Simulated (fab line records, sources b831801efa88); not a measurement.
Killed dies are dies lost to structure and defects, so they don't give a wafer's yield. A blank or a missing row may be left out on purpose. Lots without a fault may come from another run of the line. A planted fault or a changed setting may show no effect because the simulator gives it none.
fab line records | flow gf180mcu
record lots=5 wafers=15 last_day=34
route steps=602 shown V2@404 M3@409 V3@429
lots that met no fault: from a run of the same line without faults
start_h: hours from the record's first day to the start of the lot's first wafer shown | wait_h: hours since the lot's step before | " the same as in the row above | L1.1+2: a row that stands for several wafers | - no value, or no start given | * or withheld: withheld | < > ~ a bound
route shown NAME@n: a module of which the file shows steps, and the number in the route of the first | usual: mean/standard deviation of fault-free wafers | same: alike in all rows | chamber/n: place in a boat | sites: the reading at each site | _std_site: their standard deviation | _edge_site: outer sites' mean less inner sites' | radius_mm: how far each site lies from the wafer's centre | mask NAME#n: copy n | behind: the tool/chamber that last shaped the wafer | hold: why the lot was held/for how many hours/how that ended | device: the transistor (n, p or np) that didn't switch | end of line: the same wafers' tests at the end of the route | a step without rows: its recipe alone | killed: dies lost to structure and defects at the first sort, not the wafer's yield | map: a wafer's dies, x killed, . not, _ none there
set.NAME: the setting as run; set.NAME@STEP: as run at that earlier step | model.NAME: the simulator's own value behind a step, which no gauge read
lots at some steps of the route; a table a step, a row a wafer
services: from which hour (start_h, from the record's first day; less than 0 if before it) a tool's chamber was out of use, for how many hours, and why
## steps
# step GF_V2_SPUTTER_22
# recipe material=TiN target_thk_nm=10 chamber_pressure_pa=5 power_w=4000 time_s=40
# usual throttle_valve_pct=30.1/1.2
# columns lot.wafer tool chamber start_h wait_h throttle_valve_pct
L079.3 pvd_sputter-01 - 502.84 0.0 30.2
L079.4 " - " " 31.5
L079.5 " - " " 30.4
L083.2 pvd_sputter-02 - 538.42 0.0 29.0
L083.5 " - " " 29.1
L083.6 " - " " 28.9
L087.1 pvd_sputter-04 - 577.12 0.0 28.6
L087.2 " - " " 29.9
L087.6 " - " " 29.5
L096.2 pvd_sputter-04 - 644.73 0.0 28.7
L096.3 " - " " 30.4
L096.6 " - " " 30.7
L097.1 pvd_sputter-04 - 653.80 0.0 30.9
L097.3 " - " " 28.7
L097.5 " - " " 30.7
# step GF_V2_CVD_23
# recipe material=W target_thk_nm=350 time_s=104.94 temp_c=400 pressure_torr=40
# usual heater_power_w=848/70
# columns lot.wafer tool chamber start_h wait_h heater_power_w
L079.3 cvd_w-01 1 502.92 0.1 931
L079.4 " 0 " " 766
L079.5 " 1 " " 947
L083.2 cvd_w-01 1 538.46 0.0 936
L083.5 " 1 " " 931
L083.6 " 0 " " 776
L087.1 cvd_w-01 1 577.16 0.0 937
L087.2 " 0 " " 786
L087.6 " 1 " " 910
L096.2 cvd_w-02 1 644.77 0.0 886
L096.3 " 1 " " 912
L096.6 " 0 " " 806
L097.1 cvd_w-01 0 653.84 0.0 775
L097.3 " 0 " " 776
L097.5 " 1 " " 963
# step GF_V2_RS_MEAS_24
# recipe thk_meas_gauge=four-point-probe reads=W_of_V2_CVD_23+TiN_of_V2_SPUTTER_22+Ti_of_V2_SPUTTER_21
# usual V2_W_RS=0.328/0.0052
# columns lot.wafer tool chamber start_h wait_h V2_W_RS[ohm/sq]
L079.3 film_metro-03 - 503.04 0.1 0.328
L079.4 " - " " 0.328
L079.5 " - " " 0.329
L083.2 film_metro-04 - 538.59 0.1 0.330
L083.5 " - " " 0.331
L083.6 " - " " 0.327
L087.1 film_metro-04 - 577.27 0.1 0.329
L087.2 " - " " 0.330
L087.6 " - " " 0.328
L096.2 film_metro-03 - 644.90 0.1 0.333
L096.3 " - " " 0.333
L096.6 " - " " 0.325
L097.1 film_metro-01 - 653.95 0.1 0.338
L097.3 " - " " 0.338
L097.5 " - " " 0.331
# step GF_V2_THK_MEAS_25
# recipe thk_meas_gauge=xrf reads=W_of_V2_CVD_23
# usual V2_W_THK=356/7.7
# columns lot.wafer tool chamber start_h wait_h V2_W_THK[nm]
L079.3 film_metro-03 - 503.14 0.1 359
L079.4 " - " " 360
L079.5 " - " " 359
L083.2 film_metro-04 - 538.70 0.1 347
L083.5 " - " " 347
L083.6 " - " " 350
L087.1 film_metro-04 - 577.39 0.1 350
L087.2 " - " " 346
L087.6 " - " " 350
L096.2 film_metro-03 - 645.01 0.1 355
L096.3 " - " " 355
L096.6 " - " " 365
L097.1 film_metro-01 - 654.07 0.1 349
L097.3 " - " " 348
L097.5 " - " " 358
# step GF_V2_CMP_26
# recipe stop_on=SiO2 down_force_psi=3.5 platen_rpm=60 t_overpolish_s=15 target_thk_nm=0 pad_velocity_m_s=0.94248
# usual motor_current_A=11.0/1.7 overpolish_run_s=14.999/0.009 time_to_endpoint_s=83/3.2
# columns lot.wafer tool chamber start_h wait_h motor_current_A overpolish_run_s time_to_endpoint_s
L079.4 cmp-02 0 503.18 0.0 8.7 14.997 84
L079.3 " 1 " " 12.1 14.994 83
L079.5 " 1 " " 12.5 14.992 80
L083.2 cmp-02 1 538.75 0.0 12.4 15.006 84
L083.5 " 1 " " 12.8 15.010 85
L083.6 " 2 " " 12.6 14.989 85
L087.2 cmp-02 2 577.50 0.1 12.1 15.017 80
L087.1 " 3 " " 9.3 14.987 82
L087.6 " 2 " " 12.3 15.004 84
L096.3 cmp-02 0 645.06 0.0 8.3 14.990 80
L096.2 " 1 " " 12.7 15.014 83
L096.6 " 1 " " 12.2 14.993 82
L097.1 cmp-01 2 654.13 0.1 10.9 14.997 82
L097.3 " 0 " " 11.5 15.013 78
L097.5 " 2 " " 11.2 15.006 83
# step GF_M3_SPUTTER_00
# recipe material=Ti target_thk_nm=37.5 arriving_ion_energy_ev=80 substrate_temp_c=200 chamber_pressure_pa=2 power_w=4000 time_s=150
# usual throttle_valve_pct=29.5/0.94
# columns lot.wafer tool chamber start_h wait_h throttle_valve_pct
L079.3 pvd_sputter-04 - 503.48 0.2 30.8
L079.4 " - " " 28.5
L079.5 " - " " 29.4
L083.2 pvd_sputter-04 - 539.05 0.2 28.5
L083.5 " - " " 29.7
L083.6 " - " " 30.6
L087.1 pvd_sputter-02 - 577.80 0.2 28.9
L087.2 " - " " 28.9
L087.6 " - " " 28.7
L096.2 pvd_sputter-02 - 645.36 0.2 30.4
L096.3 " - " " 29.0
L096.6 " - " " 29.1
L097.1 pvd_sputter-02 - 654.43 0.2 28.5
L097.3 " - " " 28.9
L097.5 " - " " 28.9
# step GF_M3_SPUTTER_01
# recipe material=TiN target_thk_nm=30 power_w=6500 time_s=25 chamber_pressure_pa=0.4
# usual throttle_valve_pct=29.5/0.98
# columns lot.wafer tool chamber start_h wait_h throttle_valve_pct
L079.3 pvd_sputter-04 - 503.58 0.1 30.6
L079.4 " - " " 28.6
L079.5 " - " " 29.4
L083.2 pvd_sputter-04 - 539.15 0.1 28.1
L083.5 " - " " 29.9
L083.6 " - " " 30.8
L087.1 pvd_sputter-02 - 577.90 0.1 28.5
L087.2 " - " " 28.9
L087.6 " - " " 29.1
L096.2 pvd_sputter-02 - 645.46 0.1 30.5
L096.3 " - " " 28.5
L096.6 " - " " 29.3
L097.1 pvd_sputter-02 - 654.53 0.1 28.7
L097.3 " - " " 28.8
L097.5 " - " " 29.0
# step GF_M3_SPUTTER_02
# recipe material=AlCu target_thk_nm=450 power_w=10600 time_s=23.9 chamber_pressure_pa=0.4
# usual throttle_valve_pct=29.5/0.95
# columns lot.wafer tool chamber start_h wait_h throttle_valve_pct
L079.3 pvd_sputter-04 - 503.61 0.0 30.8
L079.4 " - " " 28.7
L079.5 " - " " 29.2
L083.2 pvd_sputter-04 - 539.18 0.0 28.4
L083.5 " - " " 30.0
L083.6 " - " " 30.7
L087.1 pvd_sputter-02 - 577.93 0.0 28.6
L087.2 " - " " 28.8
L087.6 " - " " 29.0
L096.2 pvd_sputter-02 - 645.49 0.0 30.1
L096.3 " - " " 28.9
L096.6 " - " " 29.4
L097.1 pvd_sputter-02 - 654.56 0.0 28.6
L097.3 " - " " 28.8
L097.5 " - " " 29.0
# step GF_M3_SPUTTER_03
# recipe material=Ti target_thk_nm=10 substrate_temp_c=300 chamber_pressure_pa=0.3 power_w=3000 time_s=6.7
# usual throttle_valve_pct=29.5/0.97
# columns lot.wafer tool chamber start_h wait_h throttle_valve_pct
L079.3 pvd_sputter-04 - 503.64 0.0 30.8
L079.4 " - " " 28.5
L079.5 " - " " 29.5
L083.2 pvd_sputter-04 - 539.21 0.0 28.5
L083.5 " - " " 29.6
L083.6 " - " " 30.9
L087.1 pvd_sputter-02 - 577.96 0.0 28.8
L087.2 " - " " 29.0
L087.6 " - " " 29.1
L096.2 pvd_sputter-02 - 645.52 0.0 30.6
L096.3 " - " " 28.8
L096.6 " - " " 29.1
L097.1 pvd_sputter-02 - 654.59 0.0 28.7
L097.3 " - " " 28.9
L097.5 " - " " 29.2
# step GF_M3_SPUTTER_04
# recipe material=TiN target_thk_nm=50 power_w=6500 time_s=41.7 chamber_pressure_pa=0.4
# usual throttle_valve_pct=29.5/0.94
# columns lot.wafer tool chamber start_h wait_h throttle_valve_pct
L079.3 pvd_sputter-04 - 503.66 0.0 30.8
L079.4 " - " " 28.5
L079.5 " - " " 29.3
L083.2 pvd_sputter-04 - 539.23 0.0 28.5
L083.5 " - " " 30.1
L083.6 " - " " 31.1
L087.1 pvd_sputter-02 - 577.98 0.0 28.8
L087.2 " - " " 28.9
L087.6 " - " " 28.8
L096.2 pvd_sputter-02 - 645.54 0.0 30.3
L096.3 " - " " 28.8
L096.6 " - " " 29.1
L097.1 pvd_sputter-02 - 654.61 0.0 29.2
L097.3 " - " " 29.0
L097.5 " - " " 28.8
# step GF_M3_RS_MEAS_05
# recipe thk_meas_gauge=four-point-probe reads=TiN_of_M3_SPUTTER_04+Ti_of_M3_SPUTTER_03+AlCu_of_M3_SPUTTER_02+TiN_of_M3_SPUTTER_01+Ti_of_M3_SPUTTER_00
# usual M3_ALCU_RS=0.0695/0.00068
# columns lot.wafer tool chamber start_h wait_h M3_ALCU_RS[ohm/sq]
L079.3 film_metro-03 - 503.74 0.1 0.0699
L079.4 " - " " 0.0699
L079.5 " - " " 0.0702
L083.2 film_metro-03 - 539.29 0.0 0.0699
L083.5 " - " " 0.0706
L083.6 " - " " 0.0704
L087.1 film_metro-03 - 578.02 0.0 0.0701
L087.2 " - " " 0.0697
L087.6 " - " " 0.0697
L096.2 film_metro-02 - 645.60 0.0 0.0693
L096.3 " - " " 0.0692
L096.6 " - " " 0.0694
L097.1 film_metro-01 - 654.65 0.0 0.0693
L097.3 " - " " 0.0695
L097.5 " - " " 0.0701
# step GF_M3_THK_MEAS_06
# recipe thk_meas_gauge=xrf reads=AlCu_of_M3_SPUTTER_02
# usual M3_ALCU_THK=445/5
# columns lot.wafer tool chamber start_h wait_h M3_ALCU_THK[nm]
L079.3 film_metro-03 - 503.84 0.1 442
L079.4 " - " " 441
L079.5 " - " " 441
L083.2 film_metro-03 - 539.40 0.1 441
L083.5 " - " " 439
L083.6 " - " " 441
L087.1 film_metro-03 - 578.14 0.1 443
L087.2 " - " " 442
L087.6 " - " " 446
L096.2 film_metro-02 - 645.71 0.1 448
L096.3 " - " " 444
L096.6 " - " " 442
L097.1 film_metro-01 - 654.77 0.1 444
L097.3 " - " " 443
L097.5 " - " " 441
# step GF_M3_DEHYDRATE_07
# recipe temp_c=200 time_s=60
# columns lot.wafer tool chamber start_h wait_h
L079.3+4+5 litho_track-02 0 514.93 11.1
L083.2+5+6 litho_track-03 0 549.67 10.3
L087.1+2+6 litho_track-01 0 588.97 10.8
L096.2+3+6 litho_track-01 0 655.04 9.3
L097.1+3+5 litho_track-03 0 663.39 8.6
# step GF_M3_HMDS_08
# recipe prime_time_s=60 prime_temp_c=120
# same prime_time_s=60
# columns lot.wafer tool chamber start_h wait_h
L079.3+4+5 litho_track-02 0 515.08 0.1
L083.2+5+6 litho_track-03 0 549.82 0.1
L087.1+2+6 litho_track-01 0 589.12 0.1
L096.2+3+6 litho_track-01 0 655.19 0.1
L097.1+3+5 litho_track-03 0 663.54 0.1
# step GF_M3_COAT_09
# recipe resist=KrF spin_rpm=withheld resist_thk_nm=1000
# columns lot.wafer tool chamber start_h wait_h
L079.3+4+5 litho_track-02 0 515.23 0.1
L083.2+5+6 litho_track-03 0 549.97 0.1
L087.1+2+6 litho_track-01 0 589.27 0.1
L096.2+3+6 litho_track-01 0 655.34 0.1
L097.1+3+5 litho_track-03 0 663.69 0.1
# step GF_M3_SOFTBAKE_10
# recipe temp_c=130 time_s=60 resist=KrF
# columns lot.wafer tool chamber start_h wait_h
L079.3+4+5 litho_track-02 0 515.38 0.1
L083.2+5+6 litho_track-03 0 550.12 0.1
L087.1+2+6 litho_track-01 0 589.42 0.1
L096.2+3+6 litho_track-01 0 655.49 0.1
L097.1+3+5 litho_track-03 0 663.84 0.1
# step GF_M3_EXPOSE_11
# recipe mask_id=Metal3 target_cd_nm=280 na=0.68 source_shape=conventional sigma_outer=0.6 dose_mj=28
# columns lot.wafer tool chamber start_h wait_h mask
L079.3+4+5 krf_scanner-01 0 - - Metal3#0
L083.2+5+6 krf_scanner-02 0 - - Metal3#0
L087.1+2+6 krf_scanner-02 0 - - Metal3#0
L096.2+3+6 krf_scanner-02 0 - - Metal3#0
L097.1+3+5 krf_scanner-02 0 - - Metal3#0
# step GF_M3_PEB_12
# recipe peb_temp_c=135 peb_time_s=90 resist=KrF
# same peb_time_s=90
# columns lot.wafer tool chamber start_h wait_h
L079.3+4+5 litho_track-01 0 - -
L083.2+5+6 litho_track-01 0 - -
L087.1+2+6 litho_track-02 0 - -
L096.2+3+6 litho_track-03 0 - -
L097.1+3+5 litho_track-02 0 - -
# step GF_M3_DEVELOP_13
# recipe develop_time_s=60 dev_temp_c=21
# usual developer_temp_C=21.00/0.1
# columns lot.wafer tool chamber start_h wait_h developer_temp_C
L079.3 litho_track-01 0 527.17 0.1 21.06
L079.4 " 0 " " 21.05
L079.5 " 0 " " 21.02
L083.2 litho_track-01 0 561.10 0.2 20.82
L083.5 " 0 " " 20.90
L083.6 " 0 " " 20.92
L087.1 litho_track-02 0 599.68 0.2 21.06
L087.2 " 0 " " 21.03
L087.6 " 0 " " 20.88
L096.2 litho_track-03 0 665.42 0.2 21.03
L096.3 " 0 " " 21.02
L096.6 " 0 " " 21.05
L097.1 litho_track-02 0 675.73 0.2 21.02
L097.3 " 0 " " 21.12
L097.5 " 0 " " 21.00
# step GF_M3_CD_MEAS_14
# recipe target_cd_nm=280
# usual cd_nm=279.6/1
# columns lot.wafer tool chamber start_h wait_h cd_nm
L079.3 cd_sem-01 - 527.40 0.2 280.3
L079.4 " - " " 280.3
L079.5 " - " " 279.7
L083.2 cd_sem-01 - 561.24 0.1 277.4
L083.5 " - " " 278.0
L083.6 " - " " 277.3
L087.1 cd_sem-01 - 599.95 0.2 279.4
L087.2 " - " " 281.6
L087.6 " - " " 279.9
L096.2 cd_sem-02 - 665.56 0.1 279.1
L096.3 " - " " 279.1
L096.6 " - " " 278.9
L097.1 cd_sem-01 - 675.91 0.2 277.8
L097.3 " - " " 279.0
L097.5 " - " " 278.8
# step GF_M3_OVL_MEAS_15
# usual M3_OVL=0/5.2
# columns lot.wafer tool chamber start_h wait_h M3_OVL[nm]
L079.3 overlay-01 - 527.49 0.1 9
L079.4 " - " " 7
L079.5 " - " " 4
L083.2 overlay-02 - 561.35 0.1 -5
L083.5 " - " " 1
L083.6 " - " " -2
L087.1 overlay-02 - 600.07 0.1 2
L087.2 " - " " 4
L087.6 " - " " 1
L096.2 overlay-01 - 665.67 0.1 -5
L096.3 " - " " 1
L096.6 " - " " 3
L097.1 overlay-01 - 676.03 0.1 1
L097.3 " - " " 0
L097.5 " - " " 0
# step GF_M3_METAL_ETCH_16
# recipe chemistry=Cl2/BCl3 mask_material=KrF target_depth_nm=627.5 stop_on=SiO2 pressure_mtorr=8 icp_w=800 bias_w=140 Cl2_flow_sccm=80 bcl3_flow_sccm=40 time_s=104.6
# usual drypump_motor_current_A=5.6/0.31 oes_product_au=0.973/0.0059 throttle_valve_pct=28.250/0.01
# columns lot.wafer tool chamber start_h wait_h drypump_motor_current_A oes_product_au rf_hours_counter_h throttle_valve_pct
L079.3 rie_metal-02 1 527.55 0.1 5.9 0.978 - 28.250
L079.4 " 0 " " 6.1 0.969 - 28.247
L079.5 " 0 " " 6.0 0.977 - 28.255
L083.2 rie_metal-02 0 561.41 0.1 6.0 0.965 - 28.249
L083.5 " 0 " " 6.0 0.974 - 28.269
L083.6 " 0 " " 6.1 0.967 - 28.260
L087.1 rie_metal-01 0 600.11 0.0 5.2 0.975 5 28.279
L087.2 " 1 " " 5.6 0.975 2 28.256
L087.6 " 1 " " 5.7 0.979 - 28.248
L096.2 rie_metal-04 1 665.70 0.0 5.2 0.982 2 28.259
L096.3 " 1 " " 5.2 0.969 - 28.240
L096.6 " 0 " " 5.6 0.976 - 28.258
L097.1 rie_metal-02 1 676.07 0.0 5.8 0.963 4 28.238
L097.3 " 0 " " 6.0 0.970 - 28.252
L097.5 " 0 " " 6.0 0.966 - 28.244
# step GF_M3_STRIP_17
# recipe chemistry=O2/N2 power_w=1400 pressure_mtorr=1500 platen_temp_c=250 o2_flow_sccm=3000 n2_flow_sccm=300 overash_fraction=0.5
# usual drypump_motor_current_A=5.7/0.57 heater_power_w=346/30 oes_product_au=0.557/0.0045 strip_time_to_endpoint_s=7.85/0.037
# columns lot.wafer tool chamber start_h wait_h drypump_motor_current_A heater_power_w oes_product_au rf_hours_counter_h strip_time_to_endpoint_s
L079.3 plasma_asher-01 0 527.66 0.1 6.3 341 0.558 - 7.84
L079.4 " 1 " " 5.6 408 0.562 - 7.88
L079.5 " 1 " " 5.6 395 0.560 - 7.89
L083.2 plasma_asher-01 1 561.60 0.1 5.6 398 0.554 89 7.83
L083.5 " 1 " " 5.6 405 0.550 - 7.86
L083.6 " 0 " " 6.3 339 0.553 - 7.83
L087.1 plasma_asher-03 1 600.22 0.1 6.7 332 0.557 18 7.81
L087.2 " 0 " " 6.1 350 0.550 18 7.89
L087.6 " 1 " " 6.7 335 0.557 - 7.84
L096.2 plasma_asher-01 0 665.81 0.1 6.3 332 0.551 100 7.84
L096.3 " 0 " " 6.4 343 0.560 - 7.88
L096.6 " 1 " " 5.6 413 0.554 - 7.85
L097.1 plasma_asher-01 1 676.18 0.1 5.6 400 0.556 102 7.83
L097.3 " 1 " " 5.6 398 0.555 - 7.90
L097.5 " 1 " " 5.6 387 0.555 - 7.90
# step GF_M3_STRIP_18
# recipe chemistry=post_etch_residue_remover time_s=1200 temp_c=72.5
# columns lot.wafer tool chamber start_h wait_h
L079.3+4+5 wet_bench-03 3 527.73 0.0
L083.2+5+6 wet_bench-02 2 561.70 0.1
L087.1+2+6 wet_bench-04 1 600.32 0.1
L096.2+3+6 wet_bench-03 2 665.91 0.1
L097.1+3+5 wet_bench-03 0 676.28 0.1
# step GF_M3_CLEAN_19
# recipe chemistry=DIW dry=n2_spin
# columns lot.wafer tool chamber start_h wait_h
L079.3+4+5 wet_bench-02 1 528.10 0.0
L083.2+5+6 wet_bench-02 1 562.04 0.0
L087.1+2+6 wet_bench-03 2 600.66 0.0
L096.2+3+6 wet_bench-04 0 666.25 0.0
L097.1+3+5 wet_bench-03 2 676.62 0.0
# step GF_V3_CVD_00
# recipe material=SiO2 target_thk_nm=600 sigma_open_frac=0.3 temp_c=400 time_s=100 sih4_flow_sccm=60 pressure_mtorr=6
# columns lot.wafer tool chamber start_h wait_h
L079.3+4+5 hdpcvd-02 2,2,0 528.23 0.0
L083.2+5+6 hdpcvd-02 2,1,2 562.13 0.0
L087.1+2+6 hdpcvd-01 0,1,0 600.76 0.0
L096.2+3+6 hdpcvd-01 1,2,1 666.34 0.0
L097.1+3+5 hdpcvd-01 1,0,0 676.71 0.0
# step GF_V3_THK_MEAS_01
# recipe reads=SiO2_of_V3_CVD_00
# usual V3_CVD_00_THK=599/5.8
# columns lot.wafer tool chamber start_h wait_h V3_CVD_00_THK[nm]
L079.3 film_metro-04 - 528.32 0.1 592
L079.4 " - " " 594
L079.5 " - " " 595
L083.2 film_metro-04 - 562.22 0.0 593
L083.5 " - " " 604
L083.6 " - " " 604
L087.1 film_metro-01 - 600.87 0.1 602
L087.2 " - " " 603
L087.6 " - " " 603
L096.2 film_metro-04 - 666.43 0.0 600
L096.3 " - " " 598
L096.6 " - " " 600
L097.1 film_metro-02 - 676.79 0.0 591
L097.3 " - " " 594
L097.5 " - " " 595
# step GF_V3_CVD_02
# recipe material=SiO2 target_thk_nm=850 precursor=TEOS temp_c=400 time_s=94.851 rf_w=600
# usual heater_power_w=664/80
# columns lot.wafer tool chamber start_h wait_h heater_power_w
L079.3 pecvd-01 0 528.36 0.0 754
L079.4 " 0 " " 769
L079.5 " 1 " " 576
L083.2 pecvd-03 1 562.27 0.0 801
L083.5 " 0 " " 745
L083.6 " 2 " " 622
L087.1 pecvd-03 1 600.93 0.1 700
L087.2 " 2 " " 513
L087.6 " 0 " " 641
L096.2 pecvd-03 2 666.48 0.0 572
L096.3 " 0 " " 775
L096.6 " 2 " " 600
L097.1 pecvd-01 0 676.85 0.1 664
L097.3 " 1 " " 738
L097.5 " 2 " " 667
# step GF_V3_THK_MEAS_03
# recipe reads=SiO2_of_V3_CVD_02
# usual V3_CVD_02_THK=852/10
# columns lot.wafer tool chamber start_h wait_h V3_CVD_02_THK[nm]
L079.3 film_metro-02 - 528.45 0.1 849
L079.4 " - " " 855
L079.5 " - " " 856
L083.2 film_metro-01 - 562.35 0.0 850
L083.5 " - " " 883
L083.6 " - " " 875
L087.1 film_metro-02 - 601.00 0.0 840
L087.2 " - " " 860
L087.6 " - " " 859
L096.2 film_metro-01 - 666.56 0.0 842
L096.3 " - " " 845
L096.6 " - " " 834
L097.1 film_metro-01 - 676.92 0.0 850
L097.3 " - " " 832
L097.5 " - " " 861
# step GF_V3_CMP_04
# recipe material=SiO2 down_force_psi=4 platen_rpm=60 pad_velocity_m_s=0.94248
# usual motor_current_A=12.2/1.8 time_to_endpoint_s=81/4.7
# columns lot.wafer tool chamber start_h wait_h motor_current_A time_to_endpoint_s
L079.3 cmp-01 3 528.49 0.0 12.1 83
L079.4 " 0 " " 12.2 82
L079.5 " 3 " " 12.6 86
L083.2 cmp-01 1 562.55 0.2 14.9 83
L083.6 " 2 " " 12.0 91
L083.5 " 3 " " 12.5 97
L087.2 cmp-02 1 601.11 0.1 13.3 79
L087.1 " 2 " " 13.9 73
L087.6 " 0 " " 9.4 80
L096.2 cmp-01 1 666.61 0.0 15.2 76
L096.3 " 3 " " 11.8 82
L096.6 " 1 " " 14.6 72
L097.1 cmp-02 1 677.21 0.3 13.0 75
L097.3 " 3 " " 9.8 69
L097.5 " 0 " " 9.5 83
# step GF_V3_BOW_MEAS_05
# recipe mode=bow
# usual V3_BOW=116/7.4
# columns lot.wafer tool chamber start_h wait_h V3_BOW[um]
L079.3 film_metro-04 - 528.83 0.3 121
L079.4 " - " " 119
L079.5 " - " " 131
L083.2 film_metro-01 - 562.72 0.1 118
L083.5 " - " " 110
L083.6 " - " " 118
L087.1 film_metro-01 - 601.36 0.1 127
L087.2 " - " " 129
L087.6 " - " " 117
L096.2 film_metro-02 - 666.93 0.3 112
L096.3 " - " " 117
L096.6 " - " " 112
L097.1 film_metro-02 - 677.46 0.2 125
L097.3 " - " " 117
L097.5 " - " " 122
# step GF_V3_DEHYDRATE_06
# recipe temp_c=200 time_s=60
# columns lot.wafer tool chamber start_h wait_h
L079.3+4+5 litho_track-03 0 540.39 11.5
L083.2+5+6 litho_track-04 0 573.02 10.3
L087.1+2+6 litho_track-04 0 611.24 9.9
L096.2+3+6 litho_track-02 0 675.91 9.0
L097.1+3+5 litho_track-04 0 685.49 8.0
# step GF_V3_HMDS_07
# recipe prime_time_s=60 prime_temp_c=120
# same prime_time_s=60
# columns lot.wafer tool chamber start_h wait_h
L079.3+4+5 litho_track-03 0 540.54 0.1
L083.2+5+6 litho_track-04 0 573.17 0.1
L087.1+2+6 litho_track-04 0 611.39 0.1
L096.2+3+6 litho_track-02 0 676.06 0.1
L097.1+3+5 litho_track-04 0 685.64 0.1
# step GF_V3_COAT_08
# recipe resist=BARC temp_c=withheld time_s=withheld spin_rpm=withheld resist_thk_nm=withheld
# columns lot.wafer tool chamber start_h wait_h
L079.3+4+5 litho_track-03 0 540.69 0.1
L083.2+5+6 litho_track-04 0 573.32 0.1
L087.1+2+6 litho_track-04 0 611.54 0.1
L096.2+3+6 litho_track-02 0 676.21 0.1
L097.1+3+5 litho_track-04 0 685.79 0.1
# step GF_V3_COAT_09
# recipe resist=KrF spin_rpm=withheld resist_thk_nm=1000
# columns lot.wafer tool chamber start_h wait_h
L079.3+4+5 litho_track-03 0 - -
L083.2+5+6 litho_track-04 0 - -
L087.1+2+6 litho_track-04 0 - -
L096.2+3+6 litho_track-02 0 - -
L097.1+3+5 litho_track-04 0 - -
# step GF_V3_SOFTBAKE_10
# recipe temp_c=130 time_s=60 resist=KrF
# columns lot.wafer tool chamber start_h wait_h
L079.3+4+5 litho_track-03 0 - -
L083.2+5+6 litho_track-04 0 - -
L087.1+2+6 litho_track-04 0 - -
L096.2+3+6 litho_track-02 0 - -
L097.1+3+5 litho_track-04 0 - -
# step GF_V3_EXPOSE_11
# recipe mask_id=Via3 target_cd_nm=260 na=0.68 source_shape=conventional sigma_outer=0.6 dose_mj=38
# columns lot.wafer tool chamber start_h wait_h mask
L079.3+4+5 krf_scanner-02 0 - - Via3#0
L083.2+5+6 krf_scanner-01 0 - - Via3#0
L087.1+2+6 krf_scanner-02 0 - - Via3#0
L096.2+3+6 krf_scanner-02 0 - - Via3#0
L097.1+3+5 krf_scanner-02 0 - - Via3#0
# step GF_V3_PEB_12
# recipe peb_temp_c=135 peb_time_s=90 resist=KrF
# same peb_time_s=90
# columns lot.wafer tool chamber start_h wait_h
L079.3+4+5 litho_track-04 0 - -
L083.2+5+6 litho_track-04 0 - -
L087.1+2+6 litho_track-02 0 - -
L096.2+3+6 litho_track-02 0 - -
L097.1+3+5 litho_track-02 0 - -
# step GF_V3_DEVELOP_13
# recipe develop_time_s=60 resist=KrF dev_temp_c=21
# usual developer_temp_C=20.99/0.11
# columns lot.wafer tool chamber start_h wait_h developer_temp_C
L079.3 litho_track-04 0 551.84 0.1 20.95
L079.4 " 0 " " 20.86
L079.5 " 0 " " 21.10
L083.2 litho_track-04 0 583.72 0.2 20.92
L083.5 " 0 " " 20.98
L083.6 " 0 " " 21.01
L087.1 litho_track-02 0 621.83 0.2 20.96
L087.2 " 0 " " 20.90
L087.6 " 0 " " 21.02
L096.2 litho_track-02 0 684.46 0.2 21.02
L096.3 " 0 " " 21.03
L096.6 " 0 " " 20.90
L097.1 litho_track-02 0 695.28 0.2 20.93
L097.3 " 0 " " 21.09
L097.5 " 0 " " 21.03
# step GF_V3_CD_MEAS_14
# recipe target_cd_nm=260
# usual cd_nm=259.9/1.2
# columns lot.wafer tool chamber start_h wait_h cd_nm
L079.3 cd_sem-02 - 551.98 0.1 258.9
L079.4 " - " " 260.4
L079.5 " - " " 260.4
L083.2 cd_sem-01 - 583.86 0.1 260.3
L083.5 " - " " 259.0
L083.6 " - " " 259.8
L087.1 cd_sem-01 - 621.98 0.1 260.5
L087.2 " - " " 260.1
L087.6 " - " " 261.1
L096.2 cd_sem-01 - 684.60 0.1 260.4
L096.3 " - " " 259.5
L096.6 " - " " 259.7
L097.1 cd_sem-01 - 695.43 0.1 258.2
L097.3 " - " " 256.1
L097.5 " - " " 257.1
# step GF_V3_OVL_MEAS_15
# usual V3_OVL=-1/4.8
# columns lot.wafer tool chamber start_h wait_h V3_OVL[nm]
L079.3 overlay-01 - 552.07 0.1 0
L079.4 " - " " 0
L079.5 " - " " -4
L083.2 overlay-02 - 583.97 0.1 -5
L083.5 " - " " -5
L083.6 " - " " -5
L087.1 overlay-01 - 622.10 0.1 -7
L087.2 " - " " -2
L087.6 " - " " -2
L096.2 overlay-01 - 684.71 0.1 -4
L096.3 " - " " 5
L096.6 " - " " 3
L097.1 overlay-01 - 695.55 0.1 9
L097.3 " - " " 0
L097.5 " - " " 0
## services
# columns tool chamber start_h hours kind
krf_scanner-02 - 481.52 0.2 repair
pecvd-03 - 503.38 1.8 repair
krf_scanner-02 - 513.78 0.8 pm
cmp-01 - 517.49 1.2 repair
krf_scanner-02 - 526.22 3.0 pm
hdpcvd-01 - 526.93 2.8 pm
rie_metal-02 - 528.19 28.1 pm
hdpcvd-01 0 541.96 4.2 repair
cmp-02 - 551.21 0.2 repair
pecvd-03 2 558.61 3.5 repair
krf_scanner-02 - 565.67 1.3 pm
krf_scanner-02 - 566.97 1.0 pm
cmp-02 - 572.21 4.0 pm
cmp-01 - 576.21 5.5 pm
cvd_w-01 - 577.28 14.6 pm
krf_scanner-02 - 580.66 4.4 pm
pvd_sputter-04 - 583.84 14.3 repair
cmp-01 - 631.04 16.9 pm
plasma_asher-01 - 661.83 0.9 repair
krf_scanner-02 - 662.69 3.9 repair
cmp-01 - 672.21 35.2 repair
krf_scanner-02 - 682.58 0.8 pm
krf_scanner-02 - 684.89 1.0 repair
pvd_sputter-02 - 687.37 6.2 repair
## key
fault none
